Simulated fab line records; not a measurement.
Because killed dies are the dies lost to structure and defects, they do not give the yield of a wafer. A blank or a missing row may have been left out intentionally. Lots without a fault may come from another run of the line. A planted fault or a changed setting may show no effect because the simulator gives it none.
Code-filled problem report in 8D (eight disciplines) form / flow sky130 / the parts of the form that need people (team, actions taken, sign-off) are left out

== 1. WHAT IS WRONG ==
At SKY_LDD_N_IMPLANT_09, beam-energy-keV averages 16.819 over 6 wafers from 2 lots, while fault-free wafers read 19.999, standard deviation 0.0054. That is -99 or more standard deviations from the usual mean.
The first sign was on wafer L176.1 at day 22 06:24, on implanter-04. At this step, 39 wafers from 13 lots have a number in the record. By rule, "out" or "out of limits" means more than 4 standard deviations away from the usual mean. The other wafers with a number count as sound.

== 2. WHAT IT IS AND WHAT IT IS NOT ==
question=which readings at this step | is=beam-energy-keV | is not=dose-ions-cm2
question=which lots | is=L176, L177 | is not=L165, L167, L168, L169, L171, L172, L173, L174, L175, L180, L186
question=which wafers of those lots | is=all that have a number | is not=-
question=read on which tools | is=implanter-04 | is not=implanter-01, implanter-02
question=when | is=from day 22 06:24 | is not=up to then (27 sound wafers); but 6 sound wafers of L180, L186 came after

== 3. THE SUSPECTS, EACH WITH WHAT RULES IT OUT ==
Counting: a tool stays on the suspect list if, at a process step up to the reading, it processed all lots that are out and no sound lot following the first of them.
- implanter-04 at SKY_LDD_N_IMPLANT_09: kept. It ran every lot that is out, first L176 (day 22 06:24), and no sound lot after that; its last sound lot up to then is L173 (day 21 12:16). Out on those wafers are its own readings of beam-energy-keV.
The count leaves implanter-04 at SKY_LDD_N_IMPLANT_09.

== 4. THE CAUSE (what the simulator had put in) ==
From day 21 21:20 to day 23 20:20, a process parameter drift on implanter-04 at SKY_LDD_N_IMPLANT_09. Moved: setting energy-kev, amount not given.
This tool alone remained once counting was done.

== 5. SEQUENCE OF EFFECTS, ordered by route ==
One row per reading whose mean, taken over the struck wafers that have a number, lies over 3 standard deviations from the usual. Scope: only readings with a usual standard deviation given in the record; hours: median across lots of the time from each lot's start at the first step in this table that gives one to its start at this step; sigmas: change in usual standard deviations.
hours=0; step=SKY_LDD_N_IMPLANT_09; reading=beam-energy-keV; usual=19.999; on struck wafers=16.819; change=-3.180; sigmas=-99 or more
hours=0; step=SKY_LDD_N_IMPLANT_09; reading=beam-on-s; usual=9.99 s; on struck wafers=10.54; change=+0.55; sigmas=+3.1
Here are the process steps it includes:
- SKY_LDD_N_IMPLANT_09

== 6. WHAT WOULD HAVE CAUGHT IT SOONER ==
First out-of-limits reading in this record: day 22 06:24, which is 9 hours after fault onset at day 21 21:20.
